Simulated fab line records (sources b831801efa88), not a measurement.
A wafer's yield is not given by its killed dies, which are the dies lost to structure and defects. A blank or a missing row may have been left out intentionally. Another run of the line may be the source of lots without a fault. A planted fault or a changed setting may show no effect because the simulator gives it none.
The tool behind it: which one? || flow sky130 || 24 lots with 72 wafers sampled at 6 steps, on a route of 708 steps

WHAT THE GAUGES SHOWED, per wafer
SKY_CONTACT_RS_MEAS_25: uses a four-point probe to measure.
{"lot": "L074", "measured": "day 31 17:12", "on": "filmMetro-04", "CONTACT_W_RS (ohm/sq)": "0.342 0.341 0.341"}
{"lot": "L075", "measured": "day 31 22:22", "on": "filmMetro-04", "CONTACT_W_RS (ohm/sq)": "0.342 0.341 0.343"}
{"lot": "L076", "measured": "day 32 14:26", "on": "filmMetro-04", "CONTACT_W_RS (ohm/sq)": "0.339 0.343 0.337"}
{"lot": "L077", "measured": "day 32 14:04", "on": "filmMetro-01", "CONTACT_W_RS (ohm/sq)": "0.344 0.349 0.341"}
{"lot": "L078", "measured": "day 33 08:19", "on": "filmMetro-01", "CONTACT_W_RS (ohm/sq)": "0.343 0.340 0.341"}
{"lot": "L079", "measured": "day 34 02:25", "on": "filmMetro-01", "CONTACT_W_RS (ohm/sq)": "0.340 0.343 0.343"}
{"lot": "L081", "measured": "day 34 05:43", "on": "filmMetro-01", "CONTACT_W_RS (ohm/sq)": "0.343 0.338 0.342"}
{"lot": "L080", "measured": "day 34 05:04", "on": "filmMetro-02", "CONTACT_W_RS (ohm/sq)": "0.341 0.337 0.338"}
{"lot": "L082", "measured": "day 34 15:25", "on": "filmMetro-04", "CONTACT_W_RS (ohm/sq)": "0.336 0.335 0.342"}
{"lot": "L083", "measured": "day 34 21:02", "on": "filmMetro-01", "CONTACT_W_RS (ohm/sq)": "0.338 0.341 0.341"}
{"lot": "L084", "measured": "day 35 01:59", "on": "filmMetro-01", "CONTACT_W_RS (ohm/sq)": "0.339 0.343 0.335"}
{"lot": "L085", "measured": "day 35 18:24", "on": "filmMetro-04", "CONTACT_W_RS (ohm/sq)": "0.333 0.330 0.335"}
{"lot": "L087", "measured": "day 36 09:29", "on": "filmMetro-02", "CONTACT_W_RS (ohm/sq)": "0.342 0.337 0.342"}
{"lot": "L086", "measured": "day 36 11:32", "on": "filmMetro-04", "CONTACT_W_RS (ohm/sq)": "0.333 0.340 0.342"}
{"lot": "L088", "measured": "day 36 16:14", "on": "filmMetro-04", "CONTACT_W_RS (ohm/sq)": "0.346 0.341 0.345"}
{"lot": "L089", "measured": "day 37 11:36", "on": "filmMetro-02", "CONTACT_W_RS (ohm/sq)": "0.345 0.337 0.342"}
{"lot": "L090", "measured": "day 37 10:43", "on": "filmMetro-02", "CONTACT_W_RS (ohm/sq)": "0.336 0.341 0.336"}
{"lot": "L091", "measured": "day 37 13:39", "on": "filmMetro-02", "CONTACT_W_RS (ohm/sq)": "0.331 0.339 0.333"}
{"lot": "L093", "measured": "day 37 17:19", "on": "filmMetro-04", "CONTACT_W_RS (ohm/sq)": "0.339 0.342 0.340"}
{"lot": "L092", "measured": "day 37 18:10", "on": "filmMetro-02", "CONTACT_W_RS (ohm/sq)": "0.340 0.343 0.343"}
{"lot": "L094", "measured": "day 37 21:29", "on": "filmMetro-04", "CONTACT_W_RS (ohm/sq)": "0.339 0.333 0.339"}
{"lot": "L095", "measured": "day 38 16:27", "on": "filmMetro-02", "CONTACT_W_RS (ohm/sq)": "0.341 0.345 0.339"}
{"lot": "L096", "measured": "day 38 16:08", "on": "filmMetro-04", "CONTACT_W_RS (ohm/sq)": "0.346 0.338 0.338"}
{"lot": "L097", "measured": "day 38 20:41", "on": "filmMetro-02", "CONTACT_W_RS (ohm/sq)": "0.348 0.340 0.346"}

SKY_VIA1_OVL_MEAS_13.
{"lot": "L074", "measured": "day 34 00:26", "on": "overlay-02", "VIA1_OVL (nm)": "9 2 5"}
{"lot": "L075", "measured": "day 34 05:41", "on": "overlay-02", "VIA1_OVL (nm)": "9 1 4"}
{"lot": "L076", "measured": "day 34 22:08", "on": "overlay-02", "VIA1_OVL (nm)": "1 5 -9"}
{"lot": "L077", "measured": "day 34 21:47", "on": "overlay-01", "VIA1_OVL (nm)": "13 -2 11"}
{"lot": "L078", "measured": "day 35 15:35", "on": "overlay-01", "VIA1_OVL (nm)": "5 10 3"}
{"lot": "L079", "measured": "day 36 10:44", "on": "overlay-02", "VIA1_OVL (nm)": "-4 3 2"}
{"lot": "L081", "measured": "day 36 11:50", "on": "overlay-02", "VIA1_OVL (nm)": "7 2 3"}
{"lot": "L080", "measured": "day 36 11:42", "on": "overlay-01", "VIA1_OVL (nm)": "6 8 1"}
{"lot": "L082", "measured": "day 36 18:14", "on": "overlay-01", "VIA1_OVL (nm)": "7 -2 -2"}
{"lot": "L083", "measured": "day 37 10:17", "on": "overlay-02", "VIA1_OVL (nm)": "10 15 1"}
{"lot": "L084", "measured": "day 37 12:53", "on": "overlay-02", "VIA1_OVL (nm)": "9 8 6"}
{"lot": "L085", "measured": "day 37 20:02", "on": "overlay-01", "VIA1_OVL (nm)": "-2 4 12"}
{"lot": "L087", "measured": "day 38 14:59", "on": "overlay-02", "VIA1_OVL (nm)": "15 15 7"}
{"lot": "L086", "measured": "day 38 17:17", "on": "overlay-01", "VIA1_OVL (nm)": "5 4 10"}
{"lot": "L088", "measured": "day 38 21:12", "on": "overlay-01", "VIA1_OVL (nm)": "14 15 15"}
{"lot": "L089", "measured": "day 39 16:07", "on": "overlay-01", "VIA1_OVL (nm)": "3 -4 0"}
{"lot": "L090", "measured": "day 39 15:20", "on": "overlay-02", "VIA1_OVL (nm)": "1 1 2"}
{"lot": "L091", "measured": "day 39 18:08", "on": "overlay-01", "VIA1_OVL (nm)": "1 4 10"}
{"lot": "L093", "measured": "day 39 22:18", "on": "overlay-01", "VIA1_OVL (nm)": "0 -2 -1"}
{"lot": "L092", "measured": "day 39 22:46", "on": "overlay-02", "VIA1_OVL (nm)": "2 0 10"}
{"lot": "L094", "measured": "day 40 03:29", "on": "overlay-01", "VIA1_OVL (nm)": "9 2 -1"}
{"lot": "L095", "measured": "day 40 19:11", "on": "overlay-02", "VIA1_OVL (nm)": "3 9 3"}
{"lot": "L096", "measured": "day 40 18:38", "on": "overlay-02", "VIA1_OVL (nm)": "0 0 -6"}
{"lot": "L097", "measured": "day 41 00:47", "on": "overlay-01", "VIA1_OVL (nm)": "-2 -1 -4"}

SKY_METAL4_OVL_MEAS_14.
{"lot": "L074", "measured": "day 41 20:35", "on": "overlay-01", "METAL4_OVL (nm)": "11 13 17"}
{"lot": "L075", "measured": "day 42 00:15", "on": "overlay-02", "METAL4_OVL (nm)": "1 -9 6"}
{"lot": "L076", "measured": "day 42 19:44", "on": "overlay-01", "METAL4_OVL (nm)": "-4 -3 1"}
{"lot": "L077", "measured": "day 42 18:46", "on": "overlay-01", "METAL4_OVL (nm)": "-2 -6 -2"}
{"lot": "L078", "measured": "day 43 04:02", "on": "overlay-01", "METAL4_OVL (nm)": "6 10 12"}
{"lot": "L079", "measured": "day 43 23:31", "on": "overlay-01", "METAL4_OVL (nm)": "-2 1 0"}
{"lot": "L081", "measured": "day 43 23:58", "on": "overlay-01", "METAL4_OVL (nm)": "-4 -5 -7"}
{"lot": "L080", "measured": "day 43 23:12", "on": "overlay-01", "METAL4_OVL (nm)": "-5 11 0"}
{"lot": "L082", "measured": "day 44 06:37", "on": "overlay-02", "METAL4_OVL (nm)": "2 -1 13"}
{"lot": "L083", "measured": "day 44 18:05", "on": "overlay-01", "METAL4_OVL (nm)": "0 -4 -5"}
{"lot": "L084", "measured": "day 44 21:59", "on": "overlay-02", "METAL4_OVL (nm)": "14 7 15"}
{"lot": "L085", "measured": "day 45 05:29", "on": "overlay-02", "METAL4_OVL (nm)": "-9 -5 -13"}
{"lot": "L087", "measured": "day 45 18:53", "on": "overlay-01", "METAL4_OVL (nm)": "2 -9 -2"}
{"lot": "L086", "measured": "day 45 21:45", "on": "overlay-02", "METAL4_OVL (nm)": "-15 -12 -6"}
{"lot": "L088", "measured": "day 45 23:43", "on": "overlay-02", "METAL4_OVL (nm)": "6 -5 12"}
{"lot": "L089", "measured": "day 46 18:08", "on": "overlay-02", "METAL4_OVL (nm)": "2 -4 11"}
{"lot": "L090", "measured": "day 46 16:51", "on": "overlay-01", "METAL4_OVL (nm)": "4 11 10"}
{"lot": "L091", "measured": "day 46 18:29", "on": "overlay-02", "METAL4_OVL (nm)": "1 9 1"}
{"lot": "L093", "measured": "day 46 23:08", "on": "overlay-01", "METAL4_OVL (nm)": "-7 -2 10"}
{"lot": "L092", "measured": "day 46 23:47", "on": "overlay-02", "METAL4_OVL (nm)": "2 11 2"}
{"lot": "L094", "measured": "day 47 01:47", "on": "overlay-01", "METAL4_OVL (nm)": "1 -5 -1"}
{"lot": "L095", "measured": "day 47 15:51", "on": "overlay-01", "METAL4_OVL (nm)": "-6 6 -8"}
{"lot": "L096", "measured": "day 47 14:59", "on": "overlay-02", "METAL4_OVL (nm)": "4 7 2"}
{"lot": "L097", "measured": "day 47 19:16", "on": "overlay-02", "METAL4_OVL (nm)": "4 -6 9"}

SKY_PAD_OPEN_BOW_MEAS_13.
{"lot": "L074", "measured": "day 45 20:02", "on": "filmMetro-02", "PAD_OPEN_BOW (um)": "48 48 52"}
{"lot": "L075", "measured": "day 45 22:53", "on": "filmMetro-02", "PAD_OPEN_BOW (um)": "53 48 56"}
{"lot": "L076", "measured": "day 46 17:02", "on": "filmMetro-04", "PAD_OPEN_BOW (um)": "51 37 40"}
{"lot": "L077", "measured": "day 46 14:13", "on": "filmMetro-02", "PAD_OPEN_BOW (um)": "30 40 44"}
{"lot": "L078", "measured": "day 47 00:33", "on": "filmMetro-04", "PAD_OPEN_BOW (um)": "49 55 51"}
{"lot": "L079", "measured": "day 47 18:16", "on": "filmMetro-02", "PAD_OPEN_BOW (um)": "48 54 53"}
{"lot": "L081", "measured": "day 47 19:47", "on": "filmMetro-02", "PAD_OPEN_BOW (um)": "57 44 45"}
{"lot": "L080", "measured": "day 47 18:17", "on": "filmMetro-03", "PAD_OPEN_BOW (um)": "30 56 59"}
{"lot": "L082", "measured": "day 48 01:31", "on": "filmMetro-03", "PAD_OPEN_BOW (um)": "38 33 44"}
{"lot": "L083", "measured": "day 48 08:25", "on": "filmMetro-02", "PAD_OPEN_BOW (um)": "46 50 44"}
{"lot": "L084", "measured": "day 48 14:08", "on": "filmMetro-02", "PAD_OPEN_BOW (um)": "43 41 45"}
{"lot": "L085", "measured": "day 48 19:53", "on": "filmMetro-02", "PAD_OPEN_BOW (um)": "53 60 61"}
{"lot": "L087", "measured": "day 49 07:07", "on": "filmMetro-02", "PAD_OPEN_BOW (um)": "25 39 30"}
{"lot": "L086", "measured": "day 49 11:22", "on": "filmMetro-02", "PAD_OPEN_BOW (um)": "42 43 34"}
{"lot": "L088", "measured": "day 49 12:40", "on": "filmMetro-04", "PAD_OPEN_BOW (um)": "46 41 50"}
{"lot": "L089", "measured": "day 50 02:46", "on": "filmMetro-04", "PAD_OPEN_BOW (um)": "51 65 52"}
{"lot": "L090", "measured": "day 50 02:08", "on": "filmMetro-02", "PAD_OPEN_BOW (um)": "32 42 48"}
{"lot": "L091", "measured": "day 50 03:37", "on": "filmMetro-02", "PAD_OPEN_BOW (um)": "42 55 51"}
{"lot": "L093", "measured": "day 50 07:28", "on": "filmMetro-02", "PAD_OPEN_BOW (um)": "74 61 53"}
{"lot": "L092", "measured": "day 50 09:59", "on": "filmMetro-02", "PAD_OPEN_BOW (um)": "42 54 47"}
{"lot": "L094", "measured": "day 50 10:23", "on": "filmMetro-03", "PAD_OPEN_BOW (um)": "65 55 59"}
{"lot": "L095", "measured": "day 50 20:31", "on": "filmMetro-02", "PAD_OPEN_BOW (um)": "43 53 52"}
{"lot": "L096", "measured": "day 50 19:35", "on": "filmMetro-03", "PAD_OPEN_BOW (um)": "50 51 43"}
{"lot": "L097", "measured": "day 50 23:59", "on": "filmMetro-04", "PAD_OPEN_BOW (um)": "42 46 46"}

WHICH TOOL RAN EACH LOT (tool, then ch and the chambers of the sampled wafers, then the start)
{"lot": "L074", "SKY_NWELL_STRIP_25": "plasmaAsher-01 ch 0,1, day 5 08:18", "SKY_METAL4_SPUTTER_00": "pvdSputter-01, day 39 19:49"}
{"lot": "L075", "SKY_NWELL_STRIP_25": "plasmaAsher-04 ch 0,1, day 5 15:52", "SKY_METAL4_SPUTTER_00": "pvdSputter-04, day 39 22:31"}
{"lot": "L076", "SKY_NWELL_STRIP_25": "plasmaAsher-03 ch 0,1, day 5 19:07", "SKY_METAL4_SPUTTER_00": "pvdSputter-03, day 40 19:33"}
{"lot": "L077", "SKY_NWELL_STRIP_25": "plasmaAsher-04 ch 0,1, day 6 00:00", "SKY_METAL4_SPUTTER_00": "pvdSputter-01, day 40 19:15"}
{"lot": "L078", "SKY_NWELL_STRIP_25": "plasmaAsher-04 ch 0,1, day 6 09:27", "SKY_METAL4_SPUTTER_00": "pvdSputter-03, day 41 05:01"}
{"lot": "L079", "SKY_NWELL_STRIP_25": "plasmaAsher-04 ch 0,1, day 7 01:45", "SKY_METAL4_SPUTTER_00": "pvdSputter-03, day 41 23:57"}
{"lot": "L081", "SKY_NWELL_STRIP_25": "plasmaAsher-03 ch 0,1, day 7 05:17", "SKY_METAL4_SPUTTER_00": "pvdSputter-04, day 42 01:19"}
{"lot": "L080", "SKY_NWELL_STRIP_25": "plasmaAsher-04 ch 0,1, day 7 05:38", "SKY_METAL4_SPUTTER_00": "pvdSputter-01, day 42 00:48"}
{"lot": "L082", "SKY_NWELL_STRIP_25": "plasmaAsher-04 ch 0,1, day 7 08:09", "SKY_METAL4_SPUTTER_00": "pvdSputter-04, day 42 09:08"}
{"lot": "L083", "SKY_NWELL_STRIP_25": "plasmaAsher-04 ch 0,1, day 7 13:40", "SKY_METAL4_SPUTTER_00": "pvdSputter-01, day 42 20:32"}
{"lot": "L084", "SKY_NWELL_STRIP_25": "plasmaAsher-01 ch 0,1, day 7 21:15", "SKY_METAL4_SPUTTER_00": "pvdSputter-01, day 43 00:32"}
{"lot": "L085", "SKY_NWELL_STRIP_25": "plasmaAsher-03 ch 0,1, day 8 09:54", "SKY_METAL4_SPUTTER_00": "pvdSputter-04, day 43 08:43"}
{"lot": "L087", "SKY_NWELL_STRIP_25": "plasmaAsher-04 ch 0,1, day 8 19:39", "SKY_METAL4_SPUTTER_00": "pvdSputter-03, day 43 23:28"}
{"lot": "L086", "SKY_NWELL_STRIP_25": "plasmaAsher-01 ch 0,1, day 8 20:00", "SKY_METAL4_SPUTTER_00": "pvdSputter-04, day 44 01:24"}
{"lot": "L088", "SKY_NWELL_STRIP_25": "plasmaAsher-04 ch 0, day 9 02:45", "SKY_METAL4_SPUTTER_00": "pvdSputter-01, day 44 04:02"}
{"lot": "L089", "SKY_NWELL_STRIP_25": "plasmaAsher-04 ch 0,1, day 9 09:45", "SKY_METAL4_SPUTTER_00": "pvdSputter-03, day 44 22:37"}
{"lot": "L090", "SKY_NWELL_STRIP_25": "plasmaAsher-03 ch 0,1, day 9 13:16", "SKY_METAL4_SPUTTER_00": "pvdSputter-03, day 44 21:28"}
{"lot": "L091", "SKY_NWELL_STRIP_25": "plasmaAsher-03 ch 0,1, day 9 17:18", "SKY_METAL4_SPUTTER_00": "pvdSputter-01, day 44 23:11"}
{"lot": "L093", "SKY_NWELL_STRIP_25": "plasmaAsher-01 ch 0,1, day 10 02:50", "SKY_METAL4_SPUTTER_00": "pvdSputter-04, day 45 03:41"}
{"lot": "L092", "SKY_NWELL_STRIP_25": "plasmaAsher-04 ch 0,1, day 10 04:51", "SKY_METAL4_SPUTTER_00": "pvdSputter-01, day 45 04:17"}
{"lot": "L094", "SKY_NWELL_STRIP_25": "plasmaAsher-01 ch 0,1, day 10 10:24", "SKY_METAL4_SPUTTER_00": "pvdSputter-01, day 45 07:14"}
{"lot": "L095", "SKY_NWELL_STRIP_25": "plasmaAsher-01 ch 0,1, day 10 17:25", "SKY_METAL4_SPUTTER_00": "pvdSputter-04, day 45 21:31"}
{"lot": "L096", "SKY_NWELL_STRIP_25": "plasmaAsher-04 ch 0,1, day 10 20:35", "SKY_METAL4_SPUTTER_00": "pvdSputter-03, day 45 21:26"}
{"lot": "L097", "SKY_NWELL_STRIP_25": "plasmaAsher-04 ch 0,1, day 11 02:43", "SKY_METAL4_SPUTTER_00": "pvdSputter-03, day 46 01:47"}
- SKY_NWELL_STRIP_25: strips in O2/N2.
- SKY_METAL4_SPUTTER_00: material Ti, target thk 15 nm, time 10 s.

AS READ BY THE TOOLS THEMSELVES (means over the sampled wafers that have a number; for cases with no such wafer, the mark the record gives instead)
SKY_NWELL_STRIP_25.
{"lot": "L074", "tool": "plasmaAsher-01", "drypumpMotorCurrentA (A)": 5.3, "oesProductAu (a.u.)": 0.726, "stripTimeToEndpointS (s)": 37.09}
{"lot": "L075", "tool": "plasmaAsher-04", "drypumpMotorCurrentA (A)": 5.8, "oesProductAu (a.u.)": 0.717, "stripTimeToEndpointS (s)": 36.92}
{"lot": "L076", "tool": "plasmaAsher-03", "drypumpMotorCurrentA (A)": 6.2, "oesProductAu (a.u.)": 0.721, "stripTimeToEndpointS (s)": 37.04}
{"lot": "L077", "tool": "plasmaAsher-04", "drypumpMotorCurrentA (A)": 5.7, "oesProductAu (a.u.)": 0.721, "stripTimeToEndpointS (s)": 36.83}
{"lot": "L078", "tool": "plasmaAsher-04", "drypumpMotorCurrentA (A)": 5.7, "oesProductAu (a.u.)": 0.723, "stripTimeToEndpointS (s)": 37.01}
{"lot": "L079", "tool": "plasmaAsher-04", "drypumpMotorCurrentA (A)": 5.7, "oesProductAu (a.u.)": 0.722, "stripTimeToEndpointS (s)": 36.88}
{"lot": "L081", "tool": "plasmaAsher-03", "drypumpMotorCurrentA (A)": 6.3, "oesProductAu (a.u.)": 0.723, "stripTimeToEndpointS (s)": 37.05}
{"lot": "L080", "tool": "plasmaAsher-04", "drypumpMotorCurrentA (A)": 5.8, "oesProductAu (a.u.)": 0.727, "stripTimeToEndpointS (s)": 36.84}
{"lot": "L082", "tool": "plasmaAsher-04", "drypumpMotorCurrentA (A)": 5.7, "oesProductAu (a.u.)": 0.722, "stripTimeToEndpointS (s)": 36.86}
{"lot": "L083", "tool": "plasmaAsher-04", "drypumpMotorCurrentA (A)": 5.7, "oesProductAu (a.u.)": 0.724, "stripTimeToEndpointS (s)": 37.06}
{"lot": "L084", "tool": "plasmaAsher-01", "drypumpMotorCurrentA (A)": 5.1, "oesProductAu (a.u.)": 0.720, "stripTimeToEndpointS (s)": 36.98}
{"lot": "L085", "tool": "plasmaAsher-03", "drypumpMotorCurrentA (A)": 6.3, "oesProductAu (a.u.)": 0.725, "stripTimeToEndpointS (s)": 36.94}
{"lot": "L087", "tool": "plasmaAsher-04", "drypumpMotorCurrentA (A)": 5.7, "oesProductAu (a.u.)": 0.726, "stripTimeToEndpointS (s)": 36.89}
{"lot": "L086", "tool": "plasmaAsher-01", "drypumpMotorCurrentA (A)": 5.2, "oesProductAu (a.u.)": 0.724, "stripTimeToEndpointS (s)": 37.00}
{"lot": "L088", "tool": "plasmaAsher-04", "drypumpMotorCurrentA (A)": 6.0, "oesProductAu (a.u.)": 0.724, "stripTimeToEndpointS (s)": 36.86}
{"lot": "L089", "tool": "plasmaAsher-04", "drypumpMotorCurrentA (A)": 5.9, "oesProductAu (a.u.)": 0.720, "stripTimeToEndpointS (s)": 36.97}
{"lot": "L090", "tool": "plasmaAsher-03", "drypumpMotorCurrentA (A)": 6.2, "oesProductAu (a.u.)": 0.722, "stripTimeToEndpointS (s)": 36.83}
{"lot": "L091", "tool": "plasmaAsher-03", "drypumpMotorCurrentA (A)": 6.2, "oesProductAu (a.u.)": 0.722, "stripTimeToEndpointS (s)": 36.91}
{"lot": "L093", "tool": "plasmaAsher-01", "drypumpMotorCurrentA (A)": 5.1, "oesProductAu (a.u.)": 0.721, "stripTimeToEndpointS (s)": 36.88}
{"lot": "L092", "tool": "plasmaAsher-04", "drypumpMotorCurrentA (A)": 5.8, "oesProductAu (a.u.)": 0.726, "stripTimeToEndpointS (s)": 36.97}
{"lot": "L094", "tool": "plasmaAsher-01", "drypumpMotorCurrentA (A)": 5.1, "oesProductAu (a.u.)": 0.723, "stripTimeToEndpointS (s)": 36.80}
{"lot": "L095", "tool": "plasmaAsher-01", "drypumpMotorCurrentA (A)": 5.2, "oesProductAu (a.u.)": 0.724, "stripTimeToEndpointS (s)": 36.89}
{"lot": "L096", "tool": "plasmaAsher-04", "drypumpMotorCurrentA (A)": 5.7, "oesProductAu (a.u.)": 0.722, "stripTimeToEndpointS (s)": 36.75}
{"lot": "L097", "tool": "plasmaAsher-04", "drypumpMotorCurrentA (A)": 5.7, "oesProductAu (a.u.)": 0.723, "stripTimeToEndpointS (s)": 36.81}

SKY_METAL4_SPUTTER_00.
{"lot": "L074", "tool": "pvdSputter-01", "throttleValvePct (%)": 30.6}
{"lot": "L075", "tool": "pvdSputter-04", "throttleValvePct (%)": 29.5}
{"lot": "L076", "tool": "pvdSputter-03", "throttleValvePct (%)": 29.6}
{"lot": "L077", "tool": "pvdSputter-01", "throttleValvePct (%)": 30.3}
{"lot": "L078", "tool": "pvdSputter-03", "throttleValvePct (%)": 29.3}
{"lot": "L079", "tool": "pvdSputter-03", "throttleValvePct (%)": 29.4}
{"lot": "L081", "tool": "pvdSputter-04", "throttleValvePct (%)": 30.2}
{"lot": "L080", "tool": "pvdSputter-01", "throttleValvePct (%)": 29.7}
{"lot": "L082", "tool": "pvdSputter-04", "throttleValvePct (%)": 29.7}
{"lot": "L083", "tool": "pvdSputter-01", "throttleValvePct (%)": 29.6}
{"lot": "L084", "tool": "pvdSputter-01", "throttleValvePct (%)": 31.2}
{"lot": "L085", "tool": "pvdSputter-04", "throttleValvePct (%)": 29.5}
{"lot": "L087", "tool": "pvdSputter-03", "throttleValvePct (%)": 29.4}
{"lot": "L086", "tool": "pvdSputter-04", "throttleValvePct (%)": 31.0}
{"lot": "L088", "tool": "pvdSputter-01", "throttleValvePct (%)": 30.4}
{"lot": "L089", "tool": "pvdSputter-03", "throttleValvePct (%)": 28.9}
{"lot": "L090", "tool": "pvdSputter-03", "throttleValvePct (%)": 28.7}
{"lot": "L091", "tool": "pvdSputter-01", "throttleValvePct (%)": 30.7}
{"lot": "L093", "tool": "pvdSputter-04", "throttleValvePct (%)": 30.3}
{"lot": "L092", "tool": "pvdSputter-01", "throttleValvePct (%)": 30.4}
{"lot": "L094", "tool": "pvdSputter-01", "throttleValvePct (%)": 29.6}
{"lot": "L095", "tool": "pvdSputter-04", "throttleValvePct (%)": 30.3}
{"lot": "L096", "tool": "pvdSputter-03", "throttleValvePct (%)": 29.5}
{"lot": "L097", "tool": "pvdSputter-03", "throttleValvePct (%)": 29.4}

THE ANSWER, worked out from the rows above alone
Rule: usual is defined by the lots themselves. Put in order of their means at a reading, lots are off if they are a third of the lots or fewer, leave a main group of 4 or more, and stand apart from it by a gap of 3 or more times the standard deviation of the main group's means; of several such gaps the widest counts. A main group is skipped when, at the precision printed for the reading in the tables above, its means are all equal. A lot without any number at a reading at which 4 lots or more have one is off too. The other lots that the step has rows for count as sound. After the gauges, taken in route order, come the tools' own readings; for these a lot's mean is taken, as printed above. At the first step where some lot is off, the reading lying furthest off is the one used; lots without a number count as furthest.
None of the lots is off at any reading shown; this tells nothing.

WHAT HAD BEEN PUT IN BY THE SIMULATOR
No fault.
